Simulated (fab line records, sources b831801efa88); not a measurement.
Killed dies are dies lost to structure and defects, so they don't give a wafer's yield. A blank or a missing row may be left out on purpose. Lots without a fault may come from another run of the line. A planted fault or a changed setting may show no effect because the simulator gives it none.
A struck lot beside a sound one | flow sky130 | 17 steps out of a route of 708
Sound: wafers L681.2, L681.3, L681.6. Struck: wafer L692.6. (L692.2 of the same lot was not struck and is left out.) The cause comes at the end.
At each step with rows: each side's tool, then ch and its chambers, then its first start. Under that, the readings that differ: sound wafers | struck wafers | difference of the means | sigmas: that difference in standard deviations of wafers without a fault.
alike: readings whose means differ by less than 2 such deviations, and words and numbers that are the same on both sides. not compared: withheld readings, readings that some wafer has no value for, bounds like >300 that may hide the same value, and numbers for which the record gives no deviation and whose values overlap.
The two part at a step that has a row with sigmas, a row that says differs or no value, or rows on one side only. Numbers that don't overlap but have no deviation are shown without sigmas and don't part them. A reading that every wafer of one side lacks parts them only if that side has two wafers or more.

first, 2 steps without rows for these wafers: SKY_LOCAL_INTERCONNECT_PEB_09; SKY_LOCAL_INTERCONNECT_DEVELOP_10 (develop time 60 s).
SKY_LOCAL_INTERCONNECT_CD_MEAS_11: target cd 170 nm.
  sound on cd_sem-02, day 30 14:04; struck on cd_sem-01, day 34 08:55
  alike: cd_nm
SKY_LOCAL_INTERCONNECT_OVL_MEAS_12:
  sound on overlay-02, day 30 14:10; struck on overlay-01, day 34 09:01
  alike: LOCAL_INTERCONNECT_OVL
SKY_LOCAL_INTERCONNECT_ETCH_13: etches BARC in N2/H2, stops on SiO2, time 45.9 s, target depth 60 nm.
  sound on rie_metal-01 ch 0,1, day 30 14:12; struck on rie_metal-04 ch 0, day 34 09:03
  reading                     | sound             | struck | difference | sigmas
  drypump_motor_current_A (A) | 5.4 5.4 5.5       | 6.7    | +1.3       | +2
  n2_flow_sccm (sccm)         | 100.6 100.6 100.3 | 99.4   | -1.1       | -3
  alike: oes_product_au, rf_fwd_power_W, throttle_valve_pct
  not compared: rf_hours_counter_h
SKY_LOCAL_INTERCONNECT_METAL_ETCH_14: etches TiN in Cl2/BCl3, stops on PSG, target depth 110 nm, time 31.4 s.
  sound on rie_metal-01 ch 0,1, day 30 14:16; struck on rie_metal-04 ch 0, day 34 09:07
  reading                     | sound       | struck | difference | sigmas
  drypump_motor_current_A (A) | 5.4 5.4 5.4 | 6.7    | +1.3       | +2
  alike: bcl3_flow_sccm, oes_product_au, rf_fwd_power_W, throttle_valve_pct
  not compared: rf_hours_counter_h
SKY_LOCAL_INTERCONNECT_STRIP_15: strips in O2/N2.
  sound on plasma_asher-01 ch 0,1, day 30 14:19; struck on plasma_asher-03 ch 1, day 34 09:10
  alike: drypump_motor_current_A, n2_flow_sccm, oes_product_au, strip_time_to_endpoint_s
  not compared: rf_hours_counter_h
then, 3 steps without rows for these wafers: SKY_LOCAL_INTERCONNECT_STRIP_16 (strips in post etch residue remover, time 1200 s); SKY_LOCAL_INTERCONNECT_CLEAN_17 (cleans in IPA, time 180 s); SKY_LOCAL_INTERCONNECT_CLEAN_18 (cleans in O3/DIW).
SKY_CONTACT_CVD_00: deposits Si3N4, target thk 75 nm.
  sound on pecvd-04 ch 1,2, day 30 14:58; struck on pecvd-02 ch 1, day 34 09:46
  alike: heater_power_w, rf_fwd_power_W
SKY_CONTACT_THK_MEAS_01:
  sound on film_metro-04, day 30 15:00; struck on film_metro-01, day 34 09:48
  alike: CONTACT_CVD_00_THK
SKY_CONTACT_HDPCVD_02: deposits SiO2, target thk 565 nm, time 94.2 s.
  sound on hdpcvd-01 ch 1,2, day 30 15:03; struck on hdpcvd-02 ch 1, day 34 09:51
  reading                                     | sound             | struck | difference | sigmas
  model.SiO2_of_CONTACT_HDPCVD_02.thk_nm (nm) | 576.5 577.7 577.7 | 753.5  | +176.2     |
SKY_CONTACT_THK_MEAS_03:
  sound on film_metro-02, day 30 15:08; struck on film_metro-04, day 34 09:56
  reading                 | sound       | struck | difference | sigmas
  CONTACT_HDPCVD_THK (nm) | 577 578 578 | 753    | +175       | +20
SKY_CONTACT_CMP_04: polishes SiO2.
  sound on cmp-02 ch 0,1,2, day 30 15:14; struck on cmp-02 ch 1, day 34 10:05
  reading                | sound    | struck | difference | sigmas
  time_to_endpoint_s (s) | 93 84 91 | 147    | +58        | +11
  alike: motor_current_A
SKY_CONTACT_BOW_MEAS_05:
  sound on film_metro-02, day 30 15:30; struck on film_metro-04, day 34 10:18
  alike: CONTACT_BOW
-- the record jumps here: 14 days lie between the struck wafers' starts before and after (it left off in module CONTACT and takes up again in module PAD_OPEN, whose first step shown is number 708 of the route) --
SKY_PAD_OPEN_PROBE_99:
  sound on prober-02, day 45 20:56; struck on prober-02, day 48 17:32
  alike: killed_at_M0_to_M3, killed_at_M4_up, killed_at_contacts, killed_at_front_end, killed_at_other, killed_dies, killed_open, killed_short

WHERE THEY PART
First at SKY_LOCAL_INTERCONNECT_ETCH_13; last, within this record, at SKY_CONTACT_CMP_04. Later steps at which nothing parts them and some readings are alike: SKY_CONTACT_BOW_MEAS_05, SKY_PAD_OPEN_PROBE_99.

WHY: what the simulator had put in
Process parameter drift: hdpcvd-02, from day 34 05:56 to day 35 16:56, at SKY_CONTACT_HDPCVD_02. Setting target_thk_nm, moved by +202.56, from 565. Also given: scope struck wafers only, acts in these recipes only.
